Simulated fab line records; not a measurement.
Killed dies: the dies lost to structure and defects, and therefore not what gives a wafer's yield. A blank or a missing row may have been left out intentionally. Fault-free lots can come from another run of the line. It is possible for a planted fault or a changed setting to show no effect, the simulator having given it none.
Matching of chambers / flow sky130 / 4 sister chambers for SKY_VIA3_ETCH_15 on rie diel-01
The step etches SiO2 in C4F8/O2/Ar, stops on TiN, target depth 507 nm, time 78 s. 18 wafers are shown with their chamber, then 9 later ones without.

== WAFERS, EACH WITH ITS CHAMBER ==
wafer=L074.1; chamber=0; oes product au (a.u.)=0.942
wafer=L074.4; chamber=1; oes product au (a.u.)=0.951
wafer=L074.6; chamber=1; oes product au (a.u.)=0.954
wafer=L075.2; chamber=3; oes product au (a.u.)=0.950
wafer=L075.3; chamber=2; oes product au (a.u.)=0.946
wafer=L075.6; chamber=2; oes product au (a.u.)=0.954
wafer=L078.2; chamber=0; oes product au (a.u.)=0.946
wafer=L078.5; chamber=3; oes product au (a.u.)=0.946
wafer=L078.6; chamber=0; oes product au (a.u.)=0.938
wafer=L080.1; chamber=2; oes product au (a.u.)=0.947
wafer=L080.2; chamber=1; oes product au (a.u.)=0.943
wafer=L080.3; chamber=0; oes product au (a.u.)=0.942
wafer=L080.4; chamber=3; oes product au (a.u.)=0.946
wafer=L080.5; chamber=1; oes product au (a.u.)=0.935
wafer=L080.6; chamber=2; oes product au (a.u.)=0.941
wafer=L082.1; chamber=1; oes product au (a.u.)=0.944
wafer=L082.2; chamber=3; oes product au (a.u.)=0.951
wafer=L082.5; chamber=3; oes product au (a.u.)=0.947

SIGNATURES, as means of the wafers listed above
reading=oes product au; chamber 0=0.94200; chamber 1=0.94540; chamber 2=0.94700; chamber 3=0.94800; scatter within a chamber=0.00508
Rule: for a wafer and a chamber, the distance is found by dividing, reading by reading, the gap between the wafer's reading and the chamber's mean by the reading's scatter, squaring, summing and taking the root. The wafer belongs to the nearest chamber; if the next one is less than 2 further off, it can't be placed. The scatter: take each reading less its chamber's mean, square it, sum over the shown wafers, divide by the number of wafers less the number of chambers, and take the root.

== WAFERS MISSING THEIR CHAMBER ==
wafer=L089.1; oes product au (a.u.)=0.946
wafer=L089.2; oes product au (a.u.)=0.949
wafer=L089.3; oes product au (a.u.)=0.948
wafer=L089.4; oes product au (a.u.)=0.942
wafer=L089.5; oes product au (a.u.)=0.946
wafer=L089.6; oes product au (a.u.)=0.952
wafer=L092.1; oes product au (a.u.)=0.940
wafer=L092.3; oes product au (a.u.)=0.947
wafer=L092.5; oes product au (a.u.)=0.947

== CHAMBER TAKEN BY EACH ==
wafer=L089.1; from the rows above=can't be placed: 1 or 2 or 3 or 0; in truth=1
wafer=L089.2; from the rows above=can't be placed: 3 or 2 or 1 or 0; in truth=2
wafer=L089.3; from the rows above=can't be placed: 3 or 2 or 1 or 0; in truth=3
wafer=L089.4; from the rows above=can't be placed: 0 or 1 or 2 or 3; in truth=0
wafer=L089.5; from the rows above=can't be placed: 1 or 2 or 3 or 0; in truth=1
wafer=L089.6; from the rows above=can't be placed: 3 or 2 or 1 or 0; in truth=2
wafer=L092.1; from the rows above=can't be placed: 0 or 1 or 2 or 3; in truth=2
wafer=L092.3; from the rows above=can't be placed: 2 or 3 or 1 or 0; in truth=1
wafer=L092.5; from the rows above=can't be placed: 2 or 3 or 1 or 0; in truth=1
Correctly placed: 0 of 9. Unplaceable from these rows: 9, with the true chamber sitting among the candidates in 9. Placed wrongly: 0.
